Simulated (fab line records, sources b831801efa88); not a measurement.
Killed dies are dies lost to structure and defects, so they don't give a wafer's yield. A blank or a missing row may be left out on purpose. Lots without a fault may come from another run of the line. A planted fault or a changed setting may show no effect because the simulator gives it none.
A struck lot beside a sound one | flow sky130 | 18 steps out of a route of 708
Sound: wafers L861.2, L861.5, L861.6. Struck: wafer L872.2. (L872.1, L872.5 of the same lot were not struck and are left out.) The cause comes at the end.
At each step with rows: each side's tool, then ch and its chambers, then its first start. Under that, the readings that differ: sound wafers | struck wafers | difference of the means | sigmas: that difference in standard deviations of wafers without a fault.
alike: readings whose means differ by less than 2 such deviations, and words and numbers that are the same on both sides. not compared: withheld readings, readings that some wafer has no value for, bounds like >300 that may hide the same value, and numbers for which the record gives no deviation and whose values overlap.
The two part at a step that has a row with sigmas, a row that says differs or no value, or rows on one side only. Numbers that don't overlap but have no deviation are shown without sigmas and don't part them. A reading that every wafer of one side lacks parts them only if that side has two wafers or more.

SKY_FIELD_ISO_THK_MEAS_02:
  sound on film_metro-04, day 1 16:57; struck on film_metro-02, day 3 23:38
  alike: FIELD_ISO_OXIDATION_00_THK
then, 1 step without rows for these wafers: SKY_FIELD_ISO_CVD_03 (deposits Si3N4 from DCS/NH3, target thk 165 nm, time 2830 s).
SKY_FIELD_ISO_THK_MEAS_04:
  sound on film_metro-04, day 1 18:48; struck on film_metro-01, day 4 01:29
  alike: FIELD_ISO_CVD_03_THK
then, 8 steps without rows for these wafers: SKY_FIELD_ISO_DEHYDRATE_05 (time 60 s); SKY_FIELD_ISO_HMDS_06 (prime time 60 s); SKY_FIELD_ISO_COAT_07 (resist thk 60 nm); SKY_FIELD_ISO_COAT_08 (resist thk 450 nm); SKY_FIELD_ISO_SOFTBAKE_09 (time 90 s); SKY_FIELD_ISO_EXPOSE_10 (exposes mask FOM, target cd 150 nm); SKY_FIELD_ISO_PEB_11; SKY_FIELD_ISO_DEVELOP_12 (develop time 60 s).
SKY_FIELD_ISO_CD_MEAS_13: target cd 150 nm.
  sound on cd_sem-02, day 2 09:54; struck on cd_sem-02, day 4 18:44
  alike: cd_nm
SKY_FIELD_ISO_ETCH_14: etches BARC in N2/H2, stops on SiO2, time 45.9 s, target depth 60 nm.
  sound on rie_diel-02 ch 0,1,2, day 2 10:00; struck on rie_diel-02 ch 2, day 4 18:51
  reading                                          | sound                | struck | difference | sigmas
  oes_product_au (a.u.)                            | 0.856 0.850 0.862    | 0.657  | -0.199     | -44
  run_length_s (s)                                 | 73.7 74.0 74.7       | 107.3  | +33.2      | +61
  throttle_valve_pct (%)                           | 13.230 13.236 13.253 | 13.210 | -0.030     | -4
  model.KrF-thick_of_FIELD_ISO_COAT_08.thk_nm (nm) | 392 392.8 391.4      | 364.4  | -27.7      |
  model.FIELD_ISO.cd_nm (nm)                       | 148.2 149.4 149.3    | 142.1  | -6.9       |
  alike: drypump_motor_current_A
  not compared: rf_hours_counter_h
SKY_FIELD_ISO_ETCH_15: etches the open film in CHF3/O2, stops on Si, target depth 180 nm, time 72 s.
  sound on rie_diel-02 ch 0,1,2, day 2 10:03; struck on rie_diel-02 ch 2, day 4 18:54
  reading                                          | sound             | struck | difference | sigmas
  model.KrF-thick_of_FIELD_ISO_COAT_08.thk_nm (nm) | 233.3 239.5 235.9 | 209.7  | -26.5      |
  alike: drypump_motor_current_A, oes_product_au, run_length_s, throttle_valve_pct
  not compared: rf_hours_counter_h
SKY_FIELD_ISO_STRIP_16: strips in O2/N2.
  sound on plasma_asher-02 ch 0,1, day 2 10:06; struck on plasma_asher-01 ch 1, day 4 18:57
  reading                      | sound             | struck | difference | sigmas
  strip_time_to_endpoint_s (s) | 3.513 3.595 3.543 | 3.263  | -0.287     | -11
  alike: drypump_motor_current_A, oes_product_au
  not compared: rf_hours_counter_h
SKY_FIELD_ISO_ETCH_17: etches Si in HBr/Cl2/O2, target depth 342 nm, time 97.7 s.
  sound on rie_si-02 ch 2,3, day 2 10:12; struck on rie_si-02 ch 2, day 4 19:03
  reading                    | sound             | struck | difference | sigmas
  model.FIELD_ISO.cd_nm (nm) | 148.8 148.6 149.3 | 142.8  | -6.1       |
  alike: drypump_motor_current_A, oes_product_au, run_length_s, throttle_valve_pct
  not compared: rf_hours_counter_h
then, 1 step without rows for these wafers: SKY_FIELD_ISO_WET_ETCH_18 (etches Si3N4 in H3PO4, target depth 25 nm, time 286 s).
-- the record jumps here: 44 days lie between the struck wafers' starts before and after (it left off in module FIELD_ISO and takes up again in module PAD_OPEN, whose first step shown is number 708 of the route) --
SKY_PAD_OPEN_PROBE_99:
  sound on prober-02, day 45 22:12; struck on prober-01, day 48 15:04
  reading                             | sound             | struck | difference | sigmas
  model.etest.res_pdiff.line_ohm_um   | 1368 1378 1363    | 1397   | +27        |
  model.etest.res_ndiff.line_ohm_um   | 767.3 779.8 762.6 | 807.2  | +37.3      |
  model.etest.res_pdiff.width_nm (nm) | 143.4 142.6 143.8 | 138    | -5         |
  model.etest.res_ndiff.width_nm (nm) | 155.5 155.4 156.8 | 149.3  | -6.6       |
  alike: killed_at_M0_to_M3, killed_at_M4_up, killed_at_contacts, killed_at_front_end, killed_at_other, killed_dies, killed_on_rim, killed_open, killed_short

WHERE THEY PART
First at SKY_FIELD_ISO_ETCH_14; last, within this record, at SKY_FIELD_ISO_STRIP_16. Later steps at which nothing parts them and some readings are alike: SKY_FIELD_ISO_ETCH_17, SKY_PAD_OPEN_PROBE_99.

WHY: what the simulator had put in
Process parameter drift: rie_diel-02, from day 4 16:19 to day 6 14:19, at SKY_FIELD_ISO_ETCH_14. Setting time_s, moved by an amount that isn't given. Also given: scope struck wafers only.
